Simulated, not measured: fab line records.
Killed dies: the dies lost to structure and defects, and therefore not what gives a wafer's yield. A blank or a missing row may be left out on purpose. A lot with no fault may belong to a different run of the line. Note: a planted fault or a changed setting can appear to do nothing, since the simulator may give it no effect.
Which of the tools did it? / flow gf180mcu / at 1 step of a route of 602, 6 lots with 18 wafers sampled

WHAT THE GAUGES SHOWED, per wafer
GF_V4_BOW_MEAS_05.
lot=L633; measured=day 24 15:36; on=film metro-01; V4_BOW (um)=144 142 153
lot=L636; measured=day 25 22:51; on=film metro-01; V4_BOW (um)=132 127 128
lot=L638; measured=day 26 20:11; on=film metro-02; V4_BOW (um)=143 143 125
lot=L641; measured=day 27 06:34; on=film metro-02; V4_BOW (um)=142 136 135
lot=L644; measured=day 28 06:11; on=film metro-02; V4_BOW (um)=144 138 142
lot=L650; measured=day 29 19:41; on=film metro-02; V4_BOW (um)=132 139 139

TOOL THAT RAN EACH LOT (tool first, then ch and the chambers of the sampled wafers, then the start)
Before these readings, the record contains no process step.

THE ANSWER, worked out from the rows above alone
Rule: what is usual is taken from the lots themselves. Put in order of their means at a reading, lots are off if they are a third of the lots or fewer, leave a main group of 4 or more, and stand apart from it by a gap of 3 or more times the standard deviation of the main group's means; of several such gaps the widest counts. If all means in a main group match to the digits the tables above print for the reading, that group is not used. Also off: a lot with no number at a reading for which 4 or more lots have one. Where the step has rows for the other lots, those lots are counted as sound.
Across all readings shown, no lot is off: no conclusion can be drawn from this.

WHAT HAD BEEN PUT IN BY THE SIMULATOR
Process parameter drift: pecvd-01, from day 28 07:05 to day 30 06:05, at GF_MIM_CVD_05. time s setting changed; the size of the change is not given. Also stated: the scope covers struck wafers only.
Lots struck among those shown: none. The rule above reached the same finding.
